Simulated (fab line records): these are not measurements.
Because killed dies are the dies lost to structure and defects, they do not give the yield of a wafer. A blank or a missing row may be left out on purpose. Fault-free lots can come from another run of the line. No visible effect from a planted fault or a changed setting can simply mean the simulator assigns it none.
Which tool did it? ; flow sky130 ; 11 lots with 33 wafers sampled at 3 steps, on a route of 708 steps

WHAT THE GAUGES SHOWED, per wafer
SKY_SD_N_RS_MEAS_16: measures by four-point-probe.
lot;measured;on;SD_N_RS (ohm/sq)
L113;day 28 05:13;film-metro-01;68.51 68.78 68.43
L114;day 28 12:44;film-metro-01;68.66 68.69 68.70
L118;day 29 19:26;film-metro-01;68.64 68.60 68.45
L119;day 30 01:16;film-metro-01;68.56 68.65 68.57
L120;day 30 10:29;film-metro-03;68.63 68.76 68.65
L121;day 30 15:13;film-metro-01;68.49 68.60 68.59
L122;day 31 03:16;film-metro-01;68.34 68.52 68.33
L123;day 31 10:31;film-metro-03;68.72 68.60 68.57
L131;day 34 01:35;film-metro-01;63.11 63.16 63.42
L133;day 34 17:59;film-metro-03;63.27 63.25 63.20
L136;day 35 06:25;film-metro-03;68.69 68.63 68.70

TOOL THAT RAN EACH LOT (tool first, then ch and the chambers of the sampled wafers, then the start)
lot;SKY_SD_P_STRIP_10;SKY_SD_N_RTA_14
L113;plasma-asher-01 ch 1, day 25 17:48;rtp-anneal-01 ch 0, day 28 05:02
L114;plasma-asher-02 ch 0,1, day 26 03:01;rtp-anneal-02 ch 0, day 28 12:33
L118;plasma-asher-02 ch 0,1, day 27 09:51;rtp-anneal-02 ch 0, day 29 19:15
L119;plasma-asher-02 ch 0,1, day 27 16:04;rtp-anneal-01 ch 0, day 30 01:04
L120;plasma-asher-01 ch 0,1, day 28 01:02;rtp-anneal-02 ch 0, day 30 10:17
L121;plasma-asher-02 ch 0,1, day 28 05:41;rtp-anneal-01 ch 0, day 30 15:02
L122;plasma-asher-01 ch 0,1, day 28 18:55;rtp-anneal-02 ch 0, day 31 03:05
L123;plasma-asher-03 ch 0,1, day 29 02:17;rtp-anneal-01 ch 0, day 31 10:21
L131;plasma-asher-01 ch 0,1, day 31 17:57;rtp-anneal-01 ch 0, day 34 01:25
L133;plasma-asher-01 ch 0,1, day 32 12:21;rtp-anneal-01 ch 0, day 34 17:49
L136;plasma-asher-03 ch 0,1, day 33 00:16;rtp-anneal-02 ch 0, day 35 06:14
- SKY_SD_P_STRIP_10: strips in O2/N2.
- SKY_SD_N_RTA_14: time 2 s.

THE ANSWER, worked out from the rows above alone
Rule: the lots themselves supply what counts as usual. Put in order of their means at a reading, lots are off if they are a third of the lots or fewer, leave a main group of 4 or more, and stand apart from it by a gap of 3 or more times the standard deviation of the main group's means; of several such gaps the widest counts. A main group whose means are all the same, to the digits that the tables above print for the reading, isn't used. Also off: a lot with no number at a reading for which 4 or more lots have one. Where the step has rows for the other lots, those lots are counted as sound.
Off: L131, L133, seen at SKY_SD_N_RS_MEAS_16 (SD_N_RS). Main group: mean 68.59 ohm/sq, sd 0.085.
If a tool, at a process step before that reading, ran all the lots that are off and no sound lot after the first of them, it fits. Those tools and the gauges at SKY_SD_N_RS_MEAS_16 are tried in the same way. Undecided on this evidence; 2 tools fit (plasma-asher-01 at SKY_SD_P_STRIP_10, rtp-anneal-01 at SKY_SD_N_RTA_14).

WHAT HAD BEEN PUT IN BY THE SIMULATOR
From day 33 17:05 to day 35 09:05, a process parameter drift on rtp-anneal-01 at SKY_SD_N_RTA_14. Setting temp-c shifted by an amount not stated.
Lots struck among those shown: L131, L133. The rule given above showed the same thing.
